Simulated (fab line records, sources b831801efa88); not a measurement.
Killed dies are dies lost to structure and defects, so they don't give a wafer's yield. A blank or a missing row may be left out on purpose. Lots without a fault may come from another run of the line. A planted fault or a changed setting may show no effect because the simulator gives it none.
Which tool did it? | flow sky130 | 10 lots, 30 wafers sampled, at 5 steps of a route of 708

WHAT THE GAUGES READ, wafer by wafer
SKY_LDD_HVN_TW_MEAS_10. Usual: LDD_HVN_TW 1442, standard deviation 18.
lot  | measured     | on            | LDD_HVN_TW     | flag
L726 | day 20 22:00 | film_metro-04 | 1445 1442 1445 |
L727 | day 21 19:59 | film_metro-02 | 1415 1421 1417 |
L729 | day 21 22:15 | film_metro-02 | 1422 1411 1411 |
L732 | day 22 21:40 | film_metro-03 | 1447 1459 1447 |
L730 | day 23 01:49 | film_metro-02 | 1413 1411 1416 |
L734 | day 23 09:07 | film_metro-04 | 1453 1450 1446 |
L735 | day 24 05:22 | film_metro-03 | 1438 1438 1437 |
L736 | day 24 11:25 | film_metro-02 | 1413 1414 1421 |
L742 | day 26 14:00 | film_metro-04 | 1457 1454 1455 |
L743 | day 26 17:19 | film_metro-02 | 1414 1408 1417 |

SKY_SPACER_THK_MEAS_01. Usual: SPACER_CVD_00_THK 43.2 nm, standard deviation 0.37.
lot  | measured     | on            | SPACER_CVD_00_THK (nm) | flag
L726 | day 23 13:49 | film_metro-01 | 43.2 43.0 43.1         |
L727 | day 24 12:06 | film_metro-01 | 43.3 43.1 42.9         |
L729 | day 24 14:22 | film_metro-04 | 42.2 43.0 42.4         |
L732 | day 25 09:40 | film_metro-03 | 43.8 43.6 43.8         |
L730 | day 25 15:14 | film_metro-03 | 42.7 43.1 42.7         |
L734 | day 25 22:50 | film_metro-03 | 43.1 43.1 43.0         |
L735 | day 26 19:21 | film_metro-03 | 43.2 43.5 43.1         |
L736 | day 27 00:54 | film_metro-03 | 43.6 43.7 43.4         |
L742 | day 29 01:59 | film_metro-03 | 51.3 51.7 51.0         | OFF
L743 | day 29 03:30 | film_metro-04 | 51.8 52.2 52.1         | OFF

SKY_POLY_CUT_CD_MEAS_08: target cd 270 nm. Usual: cd_nm 269.9 nm, standard deviation 1.6.
lot  | measured     | on        | cd_nm (nm)        | flag
L726 | day 24 19:50 | cd_sem-02 | 271.2 270.0 269.5 |
L727 | day 25 17:20 | cd_sem-01 | 270.9 272.0 271.5 |
L729 | day 25 19:59 | cd_sem-01 | 270.8 271.0 270.7 |
L732 | day 26 14:40 | cd_sem-01 | 269.1 269.4 269.8 |
L730 | day 26 20:21 | cd_sem-02 | 269.0 269.0 268.0 |
L734 | day 27 04:19 | cd_sem-01 | 271.4 271.9 271.2 |
L735 | day 27 22:59 | cd_sem-02 | 272.2 270.6 272.1 |
L736 | day 28 05:38 | cd_sem-02 | 266.4 267.2 266.6 |
L742 | day 30 06:41 | cd_sem-01 | 268.9 269.4 271.7 |
L743 | day 30 07:04 | cd_sem-02 | 272.3 272.7 272.1 |

WHICH TOOL RAN EACH LOT (tool, then ch and the chambers of the sampled wafers, then the start)
lot  | SKY_SPACER_CVD_00           | SKY_SPACER_ETCHBACK_02
L726 | lpcvd-02 ch 0, day 23 12:36 | rie_diel-01 ch 0,1,3, day 23 13:52
L727 | lpcvd-02 ch 1, day 24 10:53 | rie_diel-04 ch 0,3, day 24 12:09
L729 | lpcvd-02 ch 1, day 24 13:08 | rie_diel-04 ch 0,2,3, day 24 14:24
L732 | lpcvd-02 ch 0, day 25 08:28 | rie_diel-04 ch 0,1,3, day 25 09:44
L730 | lpcvd-02 ch 0, day 25 14:01 | rie_diel-01 ch 0,1,2, day 25 15:17
L734 | lpcvd-02 ch 1, day 25 21:37 | rie_diel-04 ch 2,3, day 25 22:53
L735 | lpcvd-02 ch 1, day 26 17:32 | rie_diel-01 ch 0,1,2, day 26 19:24
L736 | lpcvd-02 ch 1, day 26 23:05 | rie_diel-04 ch 0,1,3, day 27 00:58
L742 | lpcvd-02 ch 0, day 29 00:47 | rie_diel-04 ch 0,1,3, day 29 02:03
L743 | lpcvd-02 ch 0, day 29 02:16 | rie_diel-01 ch 0,2,3, day 29 03:32
- SKY_SPACER_CVD_00: deposits Si3N4 from DCS/NH3, target thk 43.1 nm, time 740 s.
- SKY_SPACER_ETCHBACK_02: etches Si3N4 in CH3F/O2, stops on SiO2, time 46.7 s, target depth 45 nm.

WHAT THE TOOLS THEMSELVES READ (means of the sampled wafers that have a number; where no wafer has one, the mark that the record gives instead)
SKY_SPACER_CVD_00. Usual: spike_tc_bottom_C 788.4 C, standard deviation 1.2; spike_tc_centre_C 769.5 C, standard deviation 0.94; spike_tc_lower_C 770.8 C, standard deviation 1.2; spike_tc_top_C 783.8 C, standard deviation 2; spike_tc_upper_C 769.9 C, standard deviation 0.99; susceptor_temp_C 770.0 C, standard deviation 0.36; zone_power_top_pct 25.3 %, standard deviation 1.8.
lot  | tool     | spike_tc_bottom_C (C) | spike_tc_centre_C (C) | spike_tc_lower_C (C) | spike_tc_top_C (C) | spike_tc_upper_C (C) | susceptor_temp_C (C) | zone_power_top_pct (%) | flag
L726 | lpcvd-02 | 788.3                 | 769.0                 | 770.4                | 782.8              | 770.0                | 770.3                | 27.1                   |
L727 | lpcvd-02 | 788.1                 | 769.3                 | 771.4                | 785.8              | 769.7                | 770.0                | 23.8                   |
L729 | lpcvd-02 | 788.0                 | 770.1                 | 771.3                | 785.4              | 770.1                | 769.4                | 23.4                   |
L732 | lpcvd-02 | 788.0                 | 769.7                 | 770.0                | 781.5              | 770.4                | 770.7                | 27.1                   |
L730 | lpcvd-02 | 787.6                 | 769.4                 | 770.1                | 782.0              | 770.1                | 770.3                | 27.0                   |
L734 | lpcvd-02 | 786.8                 | 769.6                 | 771.3                | 784.5              | 770.5                | 769.8                | 23.7                   |
L735 | lpcvd-02 | 788.8                 | 769.5                 | 770.1                | 785.6              | 769.0                | 770.4                | 23.6                   |
L736 | lpcvd-02 | 788.3                 | 769.2                 | 770.6                | 785.1              | 769.1                | 770.2                | 23.3                   |
L742 | lpcvd-02 | 799.7                 | 780.4                 | 779.2                | 791.6              | 778.6                | 780.0                | 27.7                   | OFF
L743 | lpcvd-02 | 797.6                 | 779.3                 | 781.0                | 791.1              | 780.9                | 779.5                | 27.6                   | OFF

SKY_SPACER_ETCHBACK_02. Usual: bias_w 79.99 W, standard deviation 0.25; drypump_motor_current_A 5.9 A, standard deviation 0.42; oes_product_au 0.855 a.u., standard deviation 0.0061; throttle_valve_pct 10.562 %, standard deviation 0.0091.
lot  | tool        | bias_w (W) | drypump_motor_current_A (A) | oes_product_au (a.u.) | throttle_valve_pct (%) | flag
L726 | rie_diel-01 | 79.85      | 5.9                         | 0.856                 | 10.564                 |
L727 | rie_diel-04 | 80.17      | 6.0                         | 0.858                 | 10.556                 |
L729 | rie_diel-04 | 79.74      | 5.7                         | 0.848                 | 10.565                 |
L732 | rie_diel-04 | 79.87      | 6.0                         | 0.860                 | 10.565                 |
L730 | rie_diel-01 | 79.95      | 6.2                         | 0.856                 | 10.564                 |
L734 | rie_diel-04 | 79.83      | 5.6                         | 0.857                 | 10.559                 |
L735 | rie_diel-01 | 79.84      | 6.2                         | 0.859                 | 10.566                 |
L736 | rie_diel-04 | 80.15      | 6.0                         | 0.862                 | 10.564                 |
L742 | rie_diel-04 | 79.99      | 6.0                         | 0.947                 | 10.575                 | OFF
L743 | rie_diel-01 | 79.99      | 5.7                         | 0.956                 | 10.579                 | OFF

THE ANSWER, worked out from the rows above alone
Rule: a lot is off if the mean of its wafers that have a number lies more than 3 standard deviations from the usual mean. A lot without any number at a reading at which 4 lots or more have one is off too. The other lots that the step has rows for count as sound. The gauges are gone through in route order, then the tools' own readings, and for those a lot's mean is taken as printed above. The first step at which some lot is off is used, and at that step the reading that is off furthest; a lot without a number counts as furthest.
Off: L742, L743, at SKY_SPACER_THK_MEAS_01 (SPACER_CVD_00_THK).
A tool fits if, at a process step before that reading, it ran every lot that is off, and no sound lot after the first of them. The gauges at SKY_SPACER_THK_MEAS_01 aren't tried: what is off there is off at SKY_SPACER_CVD_00 too, on other tools, and a gauge's error can't cause that. One fits: lpcvd-02 at SKY_SPACER_CVD_00. Its last sound lot is L736 (day 26 23:05), its first lot that is off L742 (day 29 00:47): a fault that began between those two fits.
The tool's own readings at SKY_SPACER_CVD_00 bear it out: on the lots that are off they differ by more than 5 times the standard deviation of the sound lots' means. spike_tc_bottom_C reads 798.7 C there against 788.0 C on the sound lots; spike_tc_centre_C reads 779.8 C there against 769.5 C on the sound lots; spike_tc_lower_C reads 780.1 C there against 770.6 C on the sound lots; spike_tc_upper_C reads 779.8 C there against 769.9 C on the sound lots; susceptor_temp_C reads 779.8 C there against 770.1 C on the sound lots.

WHAT THE SIMULATOR HAD PUT IN
Process parameter drift: lpcvd-02, from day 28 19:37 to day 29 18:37, at SKY_SPACER_CVD_00. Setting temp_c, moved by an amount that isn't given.
Lots struck among those shown: L742, L743. The rule above found the same.
